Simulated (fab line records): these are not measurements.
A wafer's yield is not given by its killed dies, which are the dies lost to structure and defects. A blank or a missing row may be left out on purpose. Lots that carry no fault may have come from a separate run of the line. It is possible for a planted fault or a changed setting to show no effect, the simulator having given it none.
Matching of chambers | flow sfq_line | 4 sister chambers for SFQ_TRILAYER_I1_CMP_CMP_046 on cmp-02
The step polishes SiO2. 8 wafers are shown with their chamber, then 8 later ones without.

== WAFERS, EACH WITH ITS CHAMBER ==
wafer  | chamber | motor_current_A (A) | time_to_endpoint_s (s)
L953.1 | 3       | 9.6                 | 216
L953.6 | 2       | 10.6                | 227
L957.4 | 1       | 9.9                 | 207
L957.6 | 3       | 9.9                 | 219
L961.4 | 2       | 10.5                | 220
L962.4 | 1       | 9.5                 | 214
L962.2 | 0       | 9.2                 | 207
L970.1 | 0       | 9.4                 | 208

== WAFERS WHOSE CHAMBER IS MISSING ==
wafer  | motor_current_A (A) | time_to_endpoint_s (s)
L970.2 | 11.0                | 213
L970.5 | 10.0                | 210
L971.1 | 10.8                | 217
L971.2 | 9.8                 | 202
L971.3 | 9.1                 | 210
L973.3 | 9.4                 | 210
L973.2 | 10.5                | 209
L973.6 | 9.2                 | 207

== EACH ONE'S CHAMBER ==
wafer  | from the rows above          | in truth
L970.2 | 2                            | 2
L970.5 | can't be placed: 1 or 3      | 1
L971.1 | 2                            | 2
L971.2 | can't be placed: 1 or 0 or 3 | 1
L971.3 | can't be placed: 0 or 1      | 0
L973.3 | can't be placed: 0 or 1 or 3 | 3
L973.2 | can't be placed: 2 or 1 or 3 | 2
L973.6 | 0                            | 0
Correctly placed: 3 of 8. Unplaceable from these rows: 5, with the true chamber sitting among the candidates in 5. Number placed wrongly: 0.
How it was worked out, from the rows above alone: a wafer's distance from a chamber is the root of the sum, over the readings, of the square of ((its reading less the chamber's mean) divided by the reading's scatter). If the next closest chamber is less than 2 further off than the closest, the wafer can't be placed; otherwise it belongs to the closest. A chamber's mean is the mean of its shown wafers. The scatter is the square root of a quotient: the sum, over the shown wafers, of each reading's squared deviation from its chamber's mean, divided by wafers minus chambers.
